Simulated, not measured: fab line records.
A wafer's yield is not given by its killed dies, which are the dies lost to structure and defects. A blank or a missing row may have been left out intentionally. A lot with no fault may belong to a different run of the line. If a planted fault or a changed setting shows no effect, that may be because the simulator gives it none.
Code-filled problem report in 8D (eight disciplines) form :: flow gf180mcu :: the parts of the form that need people (team, actions taken, sign-off) are left out

## 1. WHAT WENT WRONG
Wafers without a fault read 100.0 W, standard deviation 0.33; bias-w at GF_V2_ETCH_16 reads a mean of 94.7 W on 6 wafers belonging to 2 lots. That is -16 standard deviations from the usual mean.
The step: etches BARC in N2/H2.
The first sign was on wafer L936.1 at day 24 17:54, on rie-diel-01. Wafers with a number at this step in the record: 39, from 13 lots. Rule for "out", or "out of limits": more than 4 standard deviations from the usual mean. Any other wafer with a number is counted as sound.

## 2. WHAT IT IS; WHAT IT IS NOT
question: which readings at this step
is: bias-w
is not: drypump-motor-current-A, oes-product-au, throttle-valve-pct

question: which lots
is: L936, L938
is not: L924, L925, L926, L927, L928, L929, L939, L943, L945, L946, L947

question: which wafers of those lots
is: all that have a number
is not: -

question: read on which tools
is: rie-diel-01
is not: rie-diel-02, rie-diel-03

question: when
is: from day 24 17:54
is not: up to then (18 sound wafers); but 15 sound wafers of L939, L943, L945, L946, L947 came after

## 3. WHAT RULES OUT EACH SUSPECT
Counting: a tool at any process step up to the reading remains a suspect when it ran all the lots that are out and ran no sound lot after the first of those.
- rie-diel-01 at GF_V2_ETCH_16 (etches BARC in N2/H2): kept. Every lot that is out went through it, starting with L936 (day 24 17:54), and after that it ran no sound lot; the last sound lot it ran before then is L929 (day 21 16:47). Its own readings are out on those wafers: bias-w.
Left after counting: rie-diel-01 at GF_V2_ETCH_16.

## 4. THE CAUSE (what the simulator had put in)
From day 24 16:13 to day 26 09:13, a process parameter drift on rie-diel-01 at GF_V2_ETCH_16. Setting bias-w, moved by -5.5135, from 100. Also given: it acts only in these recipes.
Only this tool survived the counting.

## 5. THE CHAIN OF EFFECTS, in route order
One row per reading whose mean, taken over the struck wafers that have a number, lies over 3 standard deviations from the usual. Scope: only readings with a usual standard deviation given in the record; hours: median across lots of the time from each lot's start at the first step in this table that gives one to its start at this step; sigmas: change in usual standard deviations.
hours: 0
step: GF_V2_ETCH_16
reading: bias-w
usual: 100.0 W
on struck wafers: 94.7
change: -5.3
sigmas: -16
It contains these process steps:
- GF_V2_ETCH_16: etches BARC in N2/H2.

## 6. WHAT WOULD HAVE CAUGHT IT SOONER
In this record no reading fell out of limits until day 24 17:54, 2 hours after the fault had begun at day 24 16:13.
